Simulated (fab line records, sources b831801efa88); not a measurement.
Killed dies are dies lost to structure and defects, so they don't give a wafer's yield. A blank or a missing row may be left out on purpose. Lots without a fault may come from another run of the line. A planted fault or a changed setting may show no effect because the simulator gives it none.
One fault seen from 2 desks | flow gf180mcu | each desk has only its own numbers; what lay behind them comes last

THE METROLOGY DESK
What the gauges read, lot by lot, whatever tool the lot ran on: means of the sampled wafers that have a number. A lot is out of limits, marked OUT, if its mean lies more than 4 standard deviations from the usual mean; the brackets give that distance.
Columns: A = VT_IMPLANT_3_TW at GF_VT_IMPLANT_TW_MEAS_32, usual 268.0; B = MVSD_RS at GF_VT_IMPLANT_RS_MEAS_46, usual 457.7 ohm/sq; C = POLY_GATE_OVL at GF_POLY_GATE_OVL_MEAS_11, usual -3 nm
lot  | first seen here | A     | B     | C
L177 | day 6 23:17     | 270.0 | 456.6 | -1
L181 | day 7 22:26     | 266.8 | 453.2 | -4
L184 | day 8 19:27     | 267.9 | 454.4 | -
L185 | day 9 08:56     | 267.5 | 458.8 | -
L186 | day 9 16:29     | 269.9 | 458.8 | -2
L187 | day 9 18:52     | 270.2 | 457.5 | -5
L188 | day 10 03:40    | 267.1 | 459.4 | 4
L194 | day 11 11:45    | 265.8 | 455.4 | -5
L195 | day 11 19:34    | 265.1 | 455.8 | -3
L196 | day 12 02:18    | 268.4 | 457.4 | 3
L197 | day 12 05:43    | 269.3 | 458.3 | -12
L198 | day 12 13:08    | 266.6 | 456.1 | 3
L199 | day 12 20:59    | 268.9 | 457.3 | -4
L200 | day 13 02:20    | 270.0 | 458.4 | 1
This desk's finding: nothing out of limits on any of the 14 lots.

THE TOOL OWNER'S DESK: litho_track-03
The tool's own readings at GF_POLY_GATE_DEVELOP_09 (develop time 60 s): means of the sampled wafers that have a number, for each lot that ran on this tool. A lot is out of limits, marked OUT, if its mean lies more than 4 standard deviations from the usual mean; the brackets give that distance.
Columns: A = chill_plate_temp_C at GF_POLY_GATE_DEVELOP_09, usual 22.99 C
lot  | first seen here | A
L177 | day 9 04:13     | 23.16
L195 | day 14 18:34    | 23.06
L197 | day 15 04:19    | 22.95
L200 | day 16 00:29    | 22.95
This desk's finding: nothing out of limits on any of the 4 lots.

PUT TOGETHER
The metrology desk saw nothing out of limits.
The tool owner's desk saw nothing out of limits.

WHAT THE SIMULATOR HAD PUT IN
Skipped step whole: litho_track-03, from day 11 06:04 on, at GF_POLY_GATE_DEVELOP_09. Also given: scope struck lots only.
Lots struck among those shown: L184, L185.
